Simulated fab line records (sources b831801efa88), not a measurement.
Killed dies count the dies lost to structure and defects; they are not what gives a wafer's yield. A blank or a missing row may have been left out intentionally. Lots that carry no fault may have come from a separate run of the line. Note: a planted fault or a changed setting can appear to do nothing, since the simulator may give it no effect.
fab line records :: flow sky130
record:
  lots: 5
  wafers: 15
  last-day: 50
route steps=708 shown SONOS_ONO@182 GATE_OXIDE@187
lots that met no fault: from a run of the same line without faults
start-h: hours from the record's first day to the start of the lot's first wafer shown :: wait-h: hours elapsed since this lot's preceding step :: " as in the row above :: L1.1+2: one row covering several wafers at once :: - either no value or no given start :: * or withheld: withheld :: < > ~ a bound
route shown NAME@n: names a module that has steps shown in the file, with the first one's number in the route :: usual: the fault-free wafers' mean and standard deviation :: same: alike in all rows :: chamber/n: place in a boat :: sites: per-site readings :: _std_site: standard deviation across them :: _edge_site: inner sites' mean taken away from outer sites' mean :: radius-mm: how far each site lies from the wafer's centre :: mask NAME#n: copy n :: behind: tool/chamber where the wafer was last shaped :: hold: what put the lot on hold/how long, in hours/how the hold closed :: device: whichever transistor did not switch (one of n, p or np) :: end of line: the same wafers' tests at the end of the route :: a step given without rows: its recipe and nothing more :: killed: dies lost to structure and defects at the first sort, not the wafer's yield :: map: dies across one wafer; x = killed, . = not, _ = none there
set.NAME: the setting that was run; set.NAME@STEP: the one run at that earlier step :: model.NAME: the simulator's own value behind a step, which no gauge read
lots at selected steps of the route; one table per step, one row per wafer
services: when a tool's chamber went out of use (start-h, in hours from the record's first day, below 0 if earlier), for how many hours, and the reason
== steps ==
step: SKY_SONOS_ONO_OVL_MEAS_14
usual:
  SONOS_ONO_OVL: -0.1/1.2
lot.wafer: L845.2
tool: overlay-01
chamber: -
start-h: 333.97
wait-h: 0.1
SONOS_ONO_OVL[nm]: 1.1

lot.wafer: L845.3
tool: overlay-01
chamber: -
start-h: 333.97
wait-h: 0.1
SONOS_ONO_OVL[nm]: 0.3

lot.wafer: L845.6
tool: overlay-01
chamber: -
start-h: 333.97
wait-h: 0.1
SONOS_ONO_OVL[nm]: 1.4

lot.wafer: L849.4
tool: overlay-01
chamber: -
start-h: 366.52
wait-h: 0.1
SONOS_ONO_OVL[nm]: 2.1

lot.wafer: L849.5
tool: overlay-01
chamber: -
start-h: 366.52
wait-h: 0.1
SONOS_ONO_OVL[nm]: 1.4

lot.wafer: L849.6
tool: overlay-01
chamber: -
start-h: 366.52
wait-h: 0.1
SONOS_ONO_OVL[nm]: 0.9

lot.wafer: L850.3
tool: overlay-02
chamber: -
start-h: 378.97
wait-h: 0.1
SONOS_ONO_OVL[nm]: -1.2

lot.wafer: L850.4
tool: overlay-02
chamber: -
start-h: 378.97
wait-h: 0.1
SONOS_ONO_OVL[nm]: -1.1

lot.wafer: L850.5
tool: overlay-02
chamber: -
start-h: 378.97
wait-h: 0.1
SONOS_ONO_OVL[nm]: -1.6

lot.wafer: L859.2
tool: overlay-01
chamber: -
start-h: 455.92
wait-h: 0.1
SONOS_ONO_OVL[nm]: -1.3

lot.wafer: L859.3
tool: overlay-01
chamber: -
start-h: 455.92
wait-h: 0.1
SONOS_ONO_OVL[nm]: -0.7

lot.wafer: L859.5
tool: overlay-01
chamber: -
start-h: 455.92
wait-h: 0.1
SONOS_ONO_OVL[nm]: -0.7

lot.wafer: L861.2
tool: overlay-01
chamber: -
start-h: 471.01
wait-h: 0.1
SONOS_ONO_OVL[nm]: 0.7

lot.wafer: L861.4
tool: overlay-01
chamber: -
start-h: 471.01
wait-h: 0.1
SONOS_ONO_OVL[nm]: 0.0

lot.wafer: L861.6
tool: overlay-01
chamber: -
start-h: 471.01
wait-h: 0.1
SONOS_ONO_OVL[nm]: 0.7
step: SKY_SONOS_ONO_ETCH_15
recipe:
  target-depth-nm: 19.52
  chemistry: CHF3/O2
  source-w: 600
  bias-w: 200
  pressure-mtorr: 40
  chf3-flow-sccm: 50
  O2_flow_sccm: 5
  time-s: 7.8
usual:
  drypump-motor-current-A: 5.9/0.45
  oes-product-au: 1.000/0.0096
  throttle-valve-pct: 8.826/0.009
lot.wafer: L845.2
tool: rie-diel-03
chamber: 2
start-h: 334.00
wait-h: 0.0
drypump-motor-current-A: 5.6
oes-product-au: 1.006
rf-hours-counter-h: 97
throttle-valve-pct: 8.834

lot.wafer: L845.3
tool: rie-diel-03
chamber: 1
start-h: 334.00
wait-h: 0.0
drypump-motor-current-A: 6.3
oes-product-au: 0.996
rf-hours-counter-h: 64
throttle-valve-pct: 8.821

lot.wafer: L845.6
tool: rie-diel-03
chamber: 2
start-h: 334.00
wait-h: 0.0
drypump-motor-current-A: 5.6
oes-product-au: 1.014
rf-hours-counter-h: -
throttle-valve-pct: 8.841

lot.wafer: L849.4
tool: rie-diel-02
chamber: 2
start-h: 366.54
wait-h: 0.0
drypump-motor-current-A: 5.9
oes-product-au: 1.013
rf-hours-counter-h: 10
throttle-valve-pct: 8.834

lot.wafer: L849.5
tool: rie-diel-02
chamber: 2
start-h: 366.54
wait-h: 0.0
drypump-motor-current-A: 5.9
oes-product-au: 1.001
rf-hours-counter-h: -
throttle-valve-pct: 8.825

lot.wafer: L849.6
tool: rie-diel-02
chamber: 1
start-h: 366.54
wait-h: 0.0
drypump-motor-current-A: 5.7
oes-product-au: 1.011
rf-hours-counter-h: -
throttle-valve-pct: 8.830

lot.wafer: L850.3
tool: rie-diel-01
chamber: 0
start-h: 378.99
wait-h: 0.0
drypump-motor-current-A: 5.3
oes-product-au: 0.995
rf-hours-counter-h: 10
throttle-valve-pct: 8.826

lot.wafer: L850.4
tool: rie-diel-01
chamber: 1
start-h: 378.99
wait-h: 0.0
drypump-motor-current-A: 6.8
oes-product-au: 1.004
rf-hours-counter-h: 44
throttle-valve-pct: 8.839

lot.wafer: L850.5
tool: rie-diel-01
chamber: 3
start-h: 378.99
wait-h: 0.0
drypump-motor-current-A: 5.7
oes-product-au: 1.003
rf-hours-counter-h: -
throttle-valve-pct: 8.823

lot.wafer: L859.2
tool: rie-diel-01
chamber: 0
start-h: 455.95
wait-h: 0.0
drypump-motor-current-A: 5.4
oes-product-au: 0.995
rf-hours-counter-h: 11
throttle-valve-pct: 8.815

lot.wafer: L859.3
tool: rie-diel-01
chamber: 2
start-h: 455.95
wait-h: 0.0
drypump-motor-current-A: 6.4
oes-product-au: 0.988
rf-hours-counter-h: 4
throttle-valve-pct: 8.825

lot.wafer: L859.5
tool: rie-diel-01
chamber: 0
start-h: 455.95
wait-h: 0.0
drypump-motor-current-A: 5.3
oes-product-au: 1.001
rf-hours-counter-h: -
throttle-valve-pct: 8.833

lot.wafer: L861.2
tool: rie-diel-03
chamber: 0
start-h: 471.04
wait-h: 0.0
drypump-motor-current-A: 5.8
oes-product-au: 1.013
rf-hours-counter-h: 10
throttle-valve-pct: 8.841

lot.wafer: L861.4
tool: rie-diel-03
chamber: 1
start-h: 471.04
wait-h: 0.0
drypump-motor-current-A: 6.3
oes-product-au: 0.996
rf-hours-counter-h: -
throttle-valve-pct: 8.816

lot.wafer: L861.6
tool: rie-diel-03
chamber: 3
start-h: 471.04
wait-h: 0.0
drypump-motor-current-A: 5.9
oes-product-au: 1.014
rf-hours-counter-h: -
throttle-valve-pct: 8.843
step: SKY_SONOS_ONO_WET_ETCH_16
recipe:
  chemistry: dHF
  target-depth-nm: 14
  dry: n2-spin
  target: SiO2
  dilution: 100:1
  temp-c: 25
  time-s: 280
step: SKY_SONOS_ONO_STRIP_17
recipe:
  chemistry: O2/N2
  power-w: 1400
  pressure-mtorr: 1500
  platen-temp-c: withheld
  o2-flow-sccm: 3000
  n2-flow-sccm: 300
  overash-fraction: 0.5
usual:
  drypump-motor-current-A: 5.6/0.3
  n2-flow-sccm: 300.1/0.89
  oes-product-au: 0.710/0.0049
  strip-time-to-endpoint-s: 14.13/0.035
same:
  overash-fraction: 0.5
lot.wafer: L845.2
tool: plasma-asher-04
chamber: 0
start-h: 334.11
wait-h: 0.0
drypump-motor-current-A: 5.0
n2-flow-sccm: 299.7
oes-product-au: 0.708
rf-hours-counter-h: 52
strip-time-to-endpoint-s: 14.13

lot.wafer: L845.3
tool: plasma-asher-04
chamber: 0
start-h: 334.11
wait-h: 0.0
drypump-motor-current-A: 5.0
n2-flow-sccm: 300.1
oes-product-au: 0.717
rf-hours-counter-h: -
strip-time-to-endpoint-s: 14.15

lot.wafer: L845.6
tool: plasma-asher-04
chamber: 1
start-h: 334.11
wait-h: 0.0
drypump-motor-current-A: 5.4
n2-flow-sccm: 299.8
oes-product-au: 0.709
rf-hours-counter-h: -
strip-time-to-endpoint-s: 14.16

lot.wafer: L849.4
tool: plasma-asher-04
chamber: 1
start-h: 366.68
wait-h: 0.0
drypump-motor-current-A: 5.4
n2-flow-sccm: 300.7
oes-product-au: 0.707
rf-hours-counter-h: -
strip-time-to-endpoint-s: 14.12

lot.wafer: L849.5
tool: plasma-asher-04
chamber: 1
start-h: 366.68
wait-h: 0.0
drypump-motor-current-A: 5.4
n2-flow-sccm: 301.2
oes-product-au: 0.705
rf-hours-counter-h: -
strip-time-to-endpoint-s: 14.11

lot.wafer: L849.6
tool: plasma-asher-04
chamber: 0
start-h: 366.68
wait-h: 0.0
drypump-motor-current-A: 5.0
n2-flow-sccm: 301.9
oes-product-au: 0.713
rf-hours-counter-h: -
strip-time-to-endpoint-s: 14.13

lot.wafer: L850.3
tool: plasma-asher-02
chamber: 1
start-h: 379.13
wait-h: 0.0
drypump-motor-current-A: 5.6
n2-flow-sccm: 301.1
oes-product-au: 0.713
rf-hours-counter-h: -
strip-time-to-endpoint-s: 14.16

lot.wafer: L850.4
tool: plasma-asher-02
chamber: 0
start-h: 379.13
wait-h: 0.0
drypump-motor-current-A: 5.5
n2-flow-sccm: 298.8
oes-product-au: 0.707
rf-hours-counter-h: -
strip-time-to-endpoint-s: 14.09

lot.wafer: L850.5
tool: plasma-asher-02
chamber: 0
start-h: 379.13
wait-h: 0.0
drypump-motor-current-A: 5.5
n2-flow-sccm: 300.6
oes-product-au: 0.714
rf-hours-counter-h: -
strip-time-to-endpoint-s: 14.12

lot.wafer: L859.2
tool: plasma-asher-01
chamber: 0
start-h: 456.14
wait-h: 0.0
drypump-motor-current-A: 5.7
n2-flow-sccm: 299.7
oes-product-au: 0.715
rf-hours-counter-h: 34
strip-time-to-endpoint-s: 14.05

lot.wafer: L859.3
tool: plasma-asher-01
chamber: 0
start-h: 456.14
wait-h: 0.0
drypump-motor-current-A: 5.8
n2-flow-sccm: 301.5
oes-product-au: 0.706
rf-hours-counter-h: -
strip-time-to-endpoint-s: 14.06

lot.wafer: L859.5
tool: plasma-asher-01
chamber: 1
start-h: 456.14
wait-h: 0.0
drypump-motor-current-A: 5.9
n2-flow-sccm: 299.1
oes-product-au: 0.703
rf-hours-counter-h: -
strip-time-to-endpoint-s: 14.09

lot.wafer: L861.2
tool: plasma-asher-04
chamber: 1
start-h: 471.15
wait-h: 0.0
drypump-motor-current-A: 5.4
n2-flow-sccm: 298.8
oes-product-au: 0.706
rf-hours-counter-h: 66
strip-time-to-endpoint-s: 14.16

lot.wafer: L861.4
tool: plasma-asher-04
chamber: 1
start-h: 471.15
wait-h: 0.0
drypump-motor-current-A: 5.4
n2-flow-sccm: 298.8
oes-product-au: 0.709
rf-hours-counter-h: -
strip-time-to-endpoint-s: 14.18

lot.wafer: L861.6
tool: plasma-asher-04
chamber: 1
start-h: 471.15
wait-h: 0.0
drypump-motor-current-A: 5.4
n2-flow-sccm: 298.8
oes-product-au: 0.710
rf-hours-counter-h: -
strip-time-to-endpoint-s: 14.12
step: SKY_SONOS_ONO_WET_ETCH_18
recipe:
  chemistry: H3PO4
  target-depth-nm: 15
  target: Si3N4
  temp-c: 160
  time-s: 172
step: SKY_GATE_OXIDE_CLEAN_00
recipe:
  chemistry: SC1/SC2
  mix: 1:4:20
  temp-c: 70
  time-s: 150
  dry: n2-spin
step: SKY_GATE_OXIDE_OXIDATION_01
recipe:
  temp-c: 900
  ambient: O2
  stabilise-s: 600
  purge-s: 300
  target-thk-a: 102.68
  ox-time-s: 1473
step: SKY_GATE_OXIDE_THK_MEAS_02
recipe:
  reads: SiO2_of_GATE_OXIDE_OXIDATION_01
usual:
  GATE_OXIDE_OXIDATION_00_THK: 10.26/0.21
lot.wafer: L845.2
tool: film-metro-03
chamber: -
start-h: 336.22
wait-h: 0.0
GATE_OXIDE_OXIDATION_00_THK[nm]: 10.27

lot.wafer: L845.3
tool: film-metro-03
chamber: -
start-h: 336.22
wait-h: 0.0
GATE_OXIDE_OXIDATION_00_THK[nm]: 10.05

lot.wafer: L845.6
tool: film-metro-03
chamber: -
start-h: 336.22
wait-h: 0.0
GATE_OXIDE_OXIDATION_00_THK[nm]: 10.29

lot.wafer: L849.4
tool: film-metro-02
chamber: -
start-h: 370.00
wait-h: 0.0
GATE_OXIDE_OXIDATION_00_THK[nm]: 10.44

lot.wafer: L849.5
tool: film-metro-02
chamber: -
start-h: 370.00
wait-h: 0.0
GATE_OXIDE_OXIDATION_00_THK[nm]: 10.30

lot.wafer: L849.6
tool: film-metro-02
chamber: -
start-h: 370.00
wait-h: 0.0
GATE_OXIDE_OXIDATION_00_THK[nm]: 10.36

lot.wafer: L850.3
tool: film-metro-04
chamber: -
start-h: 381.00
wait-h: 0.0
GATE_OXIDE_OXIDATION_00_THK[nm]: 9.96

lot.wafer: L850.4
tool: film-metro-04
chamber: -
start-h: 381.00
wait-h: 0.0
GATE_OXIDE_OXIDATION_00_THK[nm]: 10.02

lot.wafer: L850.5
tool: film-metro-04
chamber: -
start-h: 381.00
wait-h: 0.0
GATE_OXIDE_OXIDATION_00_THK[nm]: 10.04

lot.wafer: L859.2
tool: film-metro-02
chamber: -
start-h: 457.77
wait-h: 0.0
GATE_OXIDE_OXIDATION_00_THK[nm]: 10.04

lot.wafer: L859.3
tool: film-metro-02
chamber: -
start-h: 457.77
wait-h: 0.0
GATE_OXIDE_OXIDATION_00_THK[nm]: 10.06

lot.wafer: L859.5
tool: film-metro-02
chamber: -
start-h: 457.77
wait-h: 0.0
GATE_OXIDE_OXIDATION_00_THK[nm]: 10.15

lot.wafer: L861.2
tool: film-metro-02
chamber: -
start-h: 473.51
wait-h: 0.0
GATE_OXIDE_OXIDATION_00_THK[nm]: 10.28

lot.wafer: L861.4
tool: film-metro-02
chamber: -
start-h: 473.51
wait-h: 0.0
GATE_OXIDE_OXIDATION_00_THK[nm]: 10.17

lot.wafer: L861.6
tool: film-metro-02
chamber: -
start-h: 473.51
wait-h: 0.0
GATE_OXIDE_OXIDATION_00_THK[nm]: 10.36
step: SKY_GATE_OXIDE_DEHYDRATE_03
recipe:
  temp-c: 200
  time-s: 60
step: SKY_GATE_OXIDE_HMDS_04
recipe:
  prime-time-s: 60
  prime-temp-c: 120
step: SKY_GATE_OXIDE_COAT_05
recipe:
  resist: NOVOLAK
  spin-rpm: 3000
  resist-thk-nm: 1140
step: SKY_GATE_OXIDE_SOFTBAKE_06
recipe:
  temp-c: 90
  time-s: 60
  resist: NOVOLAK
step: SKY_GATE_OXIDE_EXPOSE_07
recipe:
  mask-id: LVOM
  na: 0.6
  source-shape: conventional
  sigma-outer: 0.6
  polarization: unpolarized
  target-cd-nm: 600
  dose-mj: 170
lot.wafer: L845.2+3+6
tool: iline-stepper-01
chamber: 0
start-h: 350.13
wait-h: -
mask: LVOM#0

lot.wafer: L849.4+5+6
tool: iline-stepper-01
chamber: 0
start-h: 384.27
wait-h: -
mask: LVOM#0

lot.wafer: L850.3+4+5
tool: iline-stepper-01
chamber: 0
start-h: 395.32
wait-h: -
mask: LVOM#0

lot.wafer: L859.2+3+5
tool: iline-stepper-01
chamber: 0
start-h: 473.63
wait-h: -
mask: LVOM_R1#0

lot.wafer: L861.2+4+6
tool: iline-stepper-02
chamber: 0
start-h: 487.78
wait-h: -
mask: LVOM#0
step: SKY_GATE_OXIDE_PEB_08
recipe:
  temp-c: withheld
  time-s: *
  resist: NOVOLAK
== services ==
tool: plasma-asher-02
chamber: -
start-h: 311.08
hours: 0.5
kind: repair

tool: rie-diel-01
chamber: 2
start-h: 312.69
hours: 1.5
kind: repair

tool: plasma-asher-01
chamber: -
start-h: 334.71
hours: 2.2
kind: repair

tool: iline-stepper-02
chamber: -
start-h: 336.88
hours: 4.4
kind: pm

tool: rie-diel-01
chamber: 3
start-h: 338.59
hours: -
kind: clean

tool: rie-diel-01
chamber: 3
start-h: 338.59
hours: 21.1
kind: scheduled-down

tool: rie-diel-02
chamber: 3
start-h: 343.94
hours: 1.7
kind: repair

tool: plasma-asher-01
chamber: -
start-h: 359.88
hours: 2.8
kind: pm

tool: iline-stepper-02
chamber: -
start-h: 360.04
hours: 2.1
kind: pm

tool: rie-diel-03
chamber: 0
start-h: 360.58
hours: 1.2
kind: repair

tool: rie-diel-02
chamber: -
start-h: 374.27
hours: 0.2
kind: repair

tool: iline-stepper-02
chamber: -
start-h: 411.38
hours: 1.7
kind: pm

tool: plasma-asher-02
chamber: -
start-h: 421.28
hours: 9.0
kind: pm

tool: rie-diel-02
chamber: 2
start-h: 431.39
hours: 5.6
kind: repair

tool: plasma-asher-02
chamber: -
start-h: 438.27
hours: 1.1
kind: repair

tool: rie-diel-01
chamber: 2
start-h: 441.41
hours: 3.4
kind: repair

tool: plasma-asher-02
chamber: -
start-h: 449.94
hours: 0.5
kind: repair

tool: plasma-asher-01
chamber: -
start-h: 450.94
hours: 0.7
kind: repair

tool: rie-diel-02
chamber: 0
start-h: 454.12
hours: 8.2
kind: repair

tool: rie-diel-01
chamber: 1
start-h: 459.14
hours: 3.2
kind: repair

tool: rie-diel-02
chamber: 2
start-h: 460.60
hours: 13.2
kind: repair

tool: rie-diel-02
chamber: 3
start-h: 468.56
hours: 12.7
kind: repair

tool: iline-stepper-01
chamber: -
start-h: 481.68
hours: 4.1
kind: repair

tool: plasma-asher-02
chamber: -
start-h: 487.05
hours: 55.4
kind: repair
== key ==
first-sign:
  step: SKY_GATE_OXIDE_EXPOSE_07
  reading: mask
  direction: changed
effect none on later readings
met-at SKY_GATE_OXIDE_EXPOSE_07
struck-wafers L859.2,L859.3,L859.5
tester-left-out L859
onset-between 395.32 473.63
fault:
  kind: wrong-mask
  tool: any
  chamber: -
  onset-h: 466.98
  steps: SKY_GATE_OXIDE_EXPOSE_07
  aux-copy: LVOM_R1#0
  cd-offset-nm: 42
  scope: struck-lots-only
tester-left-out: of these lots the tester's yield and bins aren't shown, on N5 and GAA mostly nor the transistor test; their killed dies are dies lost to structure and defects alone, not to doping, threshold or leakage, so they don't give the yield
